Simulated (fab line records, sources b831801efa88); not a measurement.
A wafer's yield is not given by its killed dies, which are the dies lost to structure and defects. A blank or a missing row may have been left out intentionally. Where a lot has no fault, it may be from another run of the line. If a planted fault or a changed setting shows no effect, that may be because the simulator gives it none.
What tool caused it? | flow sky130 | 24 lots, 72 wafers sampled, at 6 steps of a route of 708

WHAT EACH GAUGE READ, for each wafer
SKY_METAL3_CD_MEAS_13: target cd 300 nm. Usual: 299.9 nm for cd-nm, sd 1.3.
lot  | measured     | on        | cd-nm (nm)        | flag
L074 | day 38 15:20 | cd-sem-01 | 301.3 300.5 300.1 |
L075 | day 39 00:47 | cd-sem-02 | 299.9 300.0 298.4 |
L076 | day 39 04:11 | cd-sem-02 | 299.1 298.9 297.7 |
L077 | day 39 21:38 | cd-sem-01 | 299.7 300.4 298.3 |
L079 | day 40 15:29 | cd-sem-02 | 299.6 298.6 300.2 |
L078 | day 40 17:47 | cd-sem-02 | 300.4 302.3 300.3 |
L080 | day 40 21:07 | cd-sem-02 | 301.1 299.9 300.8 |
L081 | day 40 22:26 | cd-sem-02 | 300.3 301.0 300.3 |
L082 | day 40 23:57 | cd-sem-01 | 301.7 300.3 299.8 |
L083 | day 41 11:28 | cd-sem-02 | 299.7 298.2 299.5 |
L084 | day 41 20:43 | cd-sem-02 | 297.9 298.8 297.8 |
L085 | day 42 01:01 | cd-sem-01 | 299.3 298.0 297.6 |
L086 | day 42 08:41 | cd-sem-01 | 299.0 299.1 298.8 |
L087 | day 42 09:23 | cd-sem-01 | 300.4 299.7 300.6 |
L088 | day 42 19:29 | cd-sem-02 | 300.5 300.8 300.4 |
L089 | day 42 20:14 | cd-sem-01 | 303.8 302.6 302.6 |
L090 | day 43 10:47 | cd-sem-02 | 299.5 299.0 299.6 |
L091 | day 43 16:17 | cd-sem-01 | 299.4 299.4 299.2 |
L092 | day 43 20:59 | cd-sem-02 | 300.6 300.0 299.8 |
L093 | day 44 03:55 | cd-sem-02 | 300.6 300.0 301.9 |
L095 | day 44 15:00 | cd-sem-01 | 300.4 299.5 299.6 |
L094 | day 44 19:02 | cd-sem-02 | 300.6 300.0 300.4 |
L096 | day 44 23:49 | cd-sem-01 | 299.2 300.1 299.0 |
L097 | day 45 04:50 | cd-sem-01 | 301.1 300.4 300.7 |

SKY_METAL4_OVL_MEAS_14. Usual: METAL4_OVL typically reads 1 nm, with standard deviation 4.7.
lot  | measured     | on         | METAL4_OVL (nm) | flag
L074 | day 41 21:37 | overlay-01 | 6 3 6           |
L075 | day 42 04:05 | overlay-02 | 0 -2 2          |
L076 | day 42 10:23 | overlay-02 | -2 -3 3         |
L077 | day 43 00:41 | overlay-01 | 10 4 7          |
L079 | day 43 17:47 | overlay-02 | 2 -7 -2         |
L078 | day 43 19:59 | overlay-02 | -1 1 1          |
L080 | day 43 22:58 | overlay-02 | 9 5 6           |
L081 | day 44 00:28 | overlay-01 | -3 3 -1         |
L082 | day 44 01:56 | overlay-01 | -5 6 -1         |
L083 | day 44 13:19 | overlay-02 | -2 -4 -5        |
L084 | day 44 21:56 | overlay-02 | -1 -3 -2        |
L085 | day 45 01:44 | overlay-02 | -3 -4 -2        |
L086 | day 45 07:58 | overlay-01 | 3 3 3           |
L087 | day 45 09:37 | overlay-02 | 3 3 -1          |
L088 | day 45 17:37 | overlay-01 | -2 -1 0         |
L089 | day 45 18:47 | overlay-02 | -5 -3 7         |
L090 | day 46 08:19 | overlay-02 | 10 12 8         |
L091 | day 46 14:04 | overlay-01 | 5 0 6           |
L092 | day 46 17:10 | overlay-01 | 16 12 9         |
L093 | day 46 23:37 | overlay-01 | -3 -9 -4        |
L095 | day 47 11:44 | overlay-01 | -1 8 6          |
L094 | day 47 14:16 | overlay-01 | -2 5 -1         |
L096 | day 47 19:50 | overlay-01 | -2 6 1          |
L097 | day 47 22:11 | overlay-02 | -8 -3 -6        |

SKY_VIA4_BOW_MEAS_03. Usual: VIA4_BOW typically reads 78 um, with standard deviation 9.1.
lot  | measured     | on            | VIA4_BOW (um) | flag
L074 | day 41 23:36 | film-metro-01 | 95 83 82      |
L075 | day 42 06:08 | film-metro-01 | 83 78 68      |
L076 | day 42 11:57 | film-metro-04 | 88 87 89      |
L077 | day 43 02:23 | film-metro-01 | 79 70 75      |
L079 | day 43 19:32 | film-metro-02 | 78 68 58      |
L078 | day 43 21:50 | film-metro-04 | 64 71 74      |
L080 | day 44 00:28 | film-metro-01 | 85 63 75      |
L081 | day 44 02:02 | film-metro-04 | 76 69 72      |
L082 | day 44 03:55 | film-metro-01 | 73 83 78      |
L083 | day 44 14:49 | film-metro-01 | 99 106 89     |
L084 | day 44 23:34 | film-metro-01 | 87 77 76      |
L085 | day 45 03:16 | film-metro-01 | 72 86 71      |
L086 | day 45 09:31 | film-metro-01 | 84 85 75      |
L087 | day 45 11:08 | film-metro-01 | 70 77 73      |
L088 | day 45 19:12 | film-metro-04 | 87 73 73      |
L089 | day 45 20:17 | film-metro-02 | 83 84 89      |
L090 | day 46 10:01 | film-metro-01 | 65 72 57      |
L091 | day 46 15:54 | film-metro-02 | 94 78 69      |
L092 | day 46 18:53 | film-metro-01 | 75 81 68      |
L093 | day 47 01:32 | film-metro-01 | 66 82 68      |
L095 | day 47 13:16 | film-metro-04 | 70 65 75      |
L094 | day 47 15:46 | film-metro-02 | 82 80 74      |
L096 | day 47 21:25 | film-metro-01 | 72 79 80      |
L097 | day 48 01:20 | film-metro-04 | 79 90 80      |

WHAT TOOL EACH LOT RAN ON (gives the tool, then ch and the chambers of the sampled wafers, and finally the start)
lot  | SKY_VIA1_ETCH_15                   | SKY_METAL2_STRIP_20                  | SKY_METAL4_ETCH_16
L074 | rie-diel-03 ch 1,3, day 34 02:05   | plasma-asher-02 ch 0,1, day 35 06:32 | rie-metal-04 ch 1, day 41 21:44
L075 | rie-diel-03 ch 0,2,3, day 34 12:25 | plasma-asher-02 ch 0,1, day 35 17:35 | rie-metal-04 ch 1, day 42 04:11
L076 | rie-diel-01 ch 0,2,3, day 34 15:56 | plasma-asher-02 ch 0, day 35 19:53   | rie-metal-04 ch 0, day 42 10:26
L077 | rie-diel-03 ch 1,2, day 35 08:55   | plasma-asher-04 ch 0,1, day 36 13:38 | rie-metal-03 ch 0,1, day 43 00:45
L079 | rie-diel-03 ch 0,1, day 36 04:59   | plasma-asher-02 ch 0,1, day 37 08:50 | rie-metal-03 ch 0,1, day 43 17:51
L078 | rie-diel-04 ch 1,3, day 36 06:14   | plasma-asher-02 ch 0,1, day 37 09:58 | rie-metal-03 ch 0,1, day 43 20:04
L080 | rie-diel-01 ch 0,1,2, day 36 11:35 | plasma-asher-02 ch 0,1, day 37 14:46 | rie-metal-03 ch 0, day 43 23:02
L081 | rie-diel-04 ch 1,2,3, day 36 13:08 | plasma-asher-02 ch 0,1, day 37 15:38 | rie-metal-01 ch 0,1, day 44 00:32
L082 | rie-diel-03 ch 0,1,3, day 36 15:34 | plasma-asher-01 ch 0,1, day 37 18:04 | rie-metal-03 ch 0,1, day 44 02:01
L083 | rie-diel-01 ch 0,2,3, day 37 01:50 | plasma-asher-01 ch 0,1, day 38 04:38 | rie-metal-04 ch 0,1, day 44 13:23
L084 | rie-diel-04 ch 2,3, day 37 11:44   | plasma-asher-02 ch 0,1, day 38 15:07 | rie-metal-01 ch 0,1, day 44 22:01
L085 | rie-diel-03 ch 2,3, day 37 16:44   | plasma-asher-04 ch 0,1, day 38 19:57 | rie-metal-03 ch 0,1, day 45 01:48
L086 | rie-diel-03 ch 0,1,2, day 38 00:55 | plasma-asher-04 ch 0,1, day 39 04:16 | rie-metal-03 ch 0,1, day 45 08:04
L087 | rie-diel-01 ch 1,3, day 38 01:16   | plasma-asher-02 ch 0,1, day 39 04:37 | rie-metal-01 ch 0,1, day 45 09:41
L088 | rie-diel-03 ch 0,2,3, day 38 12:52 | plasma-asher-02 ch 0,1, day 39 15:44 | rie-metal-03 ch 0,1, day 45 17:41
L089 | rie-diel-03 ch 0,1,2, day 38 14:02 | plasma-asher-01 ch 0,1, day 39 17:17 | rie-metal-04 ch 0,1, day 45 18:51
L090 | rie-diel-04 ch 0,2,3, day 39 04:43 | plasma-asher-04 ch 0,1, day 40 07:56 | rie-metal-01 ch 0,1, day 46 08:23
L091 | rie-diel-03 ch 0,2,3, day 39 09:56 | plasma-asher-04 ch 0,1, day 40 12:37 | rie-metal-04 ch 1, day 46 14:14
L092 | rie-diel-04 ch 0,1,3, day 39 16:32 | plasma-asher-02 ch 0,1, day 40 19:05 | rie-metal-03 ch 0,1, day 46 17:14
L093 | rie-diel-04 ch 1,2,3, day 39 23:59 | plasma-asher-02 ch 0,1, day 41 02:11 | rie-metal-01 ch 0,1, day 46 23:41
L095 | rie-diel-01 ch 0,1, day 40 11:16   | plasma-asher-04 ch 0,1, day 41 14:01 | rie-metal-03 ch 0,1, day 47 11:50
L094 | rie-diel-03 ch 0,1,3, day 40 12:53 | plasma-asher-04 ch 0,1, day 41 15:44 | rie-metal-04 ch 0, day 47 14:20
L096 | rie-diel-04 ch 0,2, day 40 22:19   | plasma-asher-02 ch 0,1, day 42 00:07 | rie-metal-04 ch 0,1, day 47 19:54
L097 | rie-diel-03 ch 2,3, day 41 03:37   | plasma-asher-02 ch 0,1, day 42 05:33 | rie-metal-04 ch 0,1, day 47 22:17
- SKY_VIA1_ETCH_15: etches SiO2 in C4F8/O2/Ar, stops on TiN, target depth 351 nm, time 54 s.
- SKY_METAL2_STRIP_20: strips in O2/N2.
- SKY_METAL4_ETCH_16: etches BARC in N2/H2, stops on SiO2, time 88.2 s, target depth 60 nm.

AS READ BY THE TOOLS THEMSELVES (means over the sampled wafers that have a number; for cases with no such wafer, the mark the record gives instead)
SKY_VIA1_ETCH_15. Usual: 0.982 a.u. for oes-product-au, sd 0.0061.
lot  | tool        | oes-product-au (a.u.) | flag
L074 | rie-diel-03 | 0.976                 |
L075 | rie-diel-03 | 0.986                 |
L076 | rie-diel-01 | 0.986                 |
L077 | rie-diel-03 | 0.982                 |
L079 | rie-diel-03 | 0.985                 |
L078 | rie-diel-04 | 0.986                 |
L080 | rie-diel-01 | 0.977                 |
L081 | rie-diel-04 | 0.982                 |
L082 | rie-diel-03 | 0.982                 |
L083 | rie-diel-01 | 0.986                 |
L084 | rie-diel-04 | 0.981                 |
L085 | rie-diel-03 | 0.978                 |
L086 | rie-diel-03 | 0.987                 |
L087 | rie-diel-01 | 0.980                 |
L088 | rie-diel-03 | 0.979                 |
L089 | rie-diel-03 | 0.982                 |
L090 | rie-diel-04 | 0.984                 |
L091 | rie-diel-03 | 0.986                 |
L092 | rie-diel-04 | 0.984                 |
L093 | rie-diel-04 | 0.982                 |
L095 | rie-diel-01 | 0.982                 |
L094 | rie-diel-03 | 0.979                 |
L096 | rie-diel-04 | 0.979                 |
L097 | rie-diel-03 | 0.983                 |

SKY_METAL2_STRIP_20. Usual: drypump-motor-current-A 5.8 A, standard deviation 0.39; oes-product-au 0.342 a.u., standard deviation 0.0049; strip-time-to-endpoint-s 2.67 s, standard deviation 0.04.
lot  | tool            | drypump-motor-current-A (A) | oes-product-au (a.u.) | strip-time-to-endpoint-s (s) | flag
L074 | plasma-asher-02 | 5.9                         | 0.344                 | 2.65                         |
L075 | plasma-asher-02 | 5.9                         | 0.340                 | 2.64                         |
L076 | plasma-asher-02 | 5.9                         | 0.341                 | 2.64                         |
L077 | plasma-asher-04 | 5.6                         | 0.342                 | 2.66                         |
L079 | plasma-asher-02 | 5.9                         | 0.343                 | 2.73                         |
L078 | plasma-asher-02 | 5.9                         | 0.344                 | 2.67                         |
L080 | plasma-asher-02 | 5.9                         | 0.343                 | 2.69                         |
L081 | plasma-asher-02 | 5.9                         | 0.344                 | 2.66                         |
L082 | plasma-asher-01 | 5.3                         | 0.348                 | 2.70                         |
L083 | plasma-asher-01 | 5.4                         | 0.338                 | 2.68                         |
L084 | plasma-asher-02 | 5.9                         | 0.348                 | 2.70                         |
L085 | plasma-asher-04 | 5.6                         | 0.342                 | 2.68                         |
L086 | plasma-asher-04 | 5.6                         | 0.343                 | 2.67                         |
L087 | plasma-asher-02 | 5.9                         | 0.338                 | 2.61                         |
L088 | plasma-asher-02 | 5.9                         | 0.350                 | 2.69                         |
L089 | plasma-asher-01 | 5.4                         | 0.345                 | 2.69                         |
L090 | plasma-asher-04 | 5.6                         | 0.346                 | 2.66                         |
L091 | plasma-asher-04 | 5.6                         | 0.345                 | 2.69                         |
L092 | plasma-asher-02 | 5.9                         | 0.342                 | 2.68                         |
L093 | plasma-asher-02 | 5.9                         | 0.343                 | 2.72                         |
L095 | plasma-asher-04 | 5.6                         | 0.344                 | 2.65                         |
L094 | plasma-asher-04 | 6.0                         | 0.339                 | 2.64                         |
L096 | plasma-asher-02 | 5.9                         | 0.344                 | 2.68                         |
L097 | plasma-asher-02 | 5.9                         | 0.342                 | 2.67                         |

SKY_METAL4_ETCH_16. Usual: drypump-motor-current-A 5.8 A, standard deviation 0.42; he-backside-leak-sccm 3.47 sccm, standard deviation 0.29; oes-product-au 0.625 a.u., standard deviation 0.0043; throttle-valve-pct 13.206 %, standard deviation 0.0098.
lot  | tool         | drypump-motor-current-A (A) | he-backside-leak-sccm (sccm) | oes-product-au (a.u.) | throttle-valve-pct (%) | flag
L074 | rie-metal-04 | 5.5                         | 3.20                         | 0.626                 | 13.197                 |
L075 | rie-metal-04 | 5.5                         | 3.20                         | 0.625                 | 13.205                 |
L076 | rie-metal-04 | 5.8                         | 3.51                         | 0.630                 | 13.205                 |
L077 | rie-metal-03 | 5.7                         | 3.53                         | 0.623                 | 13.208                 |
L079 | rie-metal-03 | 6.0                         | 3.51                         | 0.623                 | 13.212                 |
L078 | rie-metal-03 | 5.8                         | 3.58                         | 0.627                 | 13.208                 |
L080 | rie-metal-03 | 5.4                         | 3.58                         | 0.626                 | 13.210                 |
L081 | rie-metal-01 | 6.2                         | 3.44                         | 0.625                 | 13.205                 |
L082 | rie-metal-03 | 6.0                         | 3.53                         | 0.628                 | 13.208                 |
L083 | rie-metal-04 | 5.6                         | 3.37                         | 0.630                 | 13.207                 |
L084 | rie-metal-01 | 5.8                         | 3.31                         | 0.627                 | 13.194                 |
L085 | rie-metal-03 | 5.8                         | 3.53                         | 0.626                 | 13.209                 |
L086 | rie-metal-03 | 6.0                         | 3.57                         | 0.624                 | 13.218                 |
L087 | rie-metal-01 | 6.1                         | 3.48                         | 0.625                 | 13.202                 |
L088 | rie-metal-03 | 5.7                         | 3.47                         | 0.625                 | 13.201                 |
L089 | rie-metal-04 | 5.7                         | 3.44                         | 0.623                 | 13.205                 |
L090 | rie-metal-01 | 6.2                         | 4.13                         | 0.622                 | 13.209                 |
L091 | rie-metal-04 | 5.5                         | 3.17                         | 0.628                 | 13.206                 |
L092 | rie-metal-03 | 6.0                         | 3.51                         | 0.632                 | 13.209                 |
L093 | rie-metal-01 | 6.2                         | 3.61                         | 0.623                 | 13.200                 |
L095 | rie-metal-03 | 5.8                         | 3.60                         | 0.627                 | 13.207                 |
L094 | rie-metal-04 | 5.8                         | 3.61                         | 0.623                 | 13.208                 |
L096 | rie-metal-04 | 5.7                         | 3.52                         | 0.631                 | 13.201                 |
L097 | rie-metal-04 | 5.7                         | 3.55                         | 0.623                 | 13.196                 |

THE ANSWER, worked out from the rows above alone
Rule: a lot is off if the mean of its wafers that have a number lies more than 3 standard deviations from the usual mean. A lot without any number at a reading at which 4 lots or more have one is off too. The other lots that the step has rows for count as sound. First the gauges in route order, then the tools' own readings, where a lot's mean is used as printed above. At the first step where some lot is off, the reading lying furthest off is the one used; lots without a number count as furthest.
No lot is off on any of the readings shown, so nothing can be concluded from this.

WHAT THE SIMULATOR HAD INSERTED
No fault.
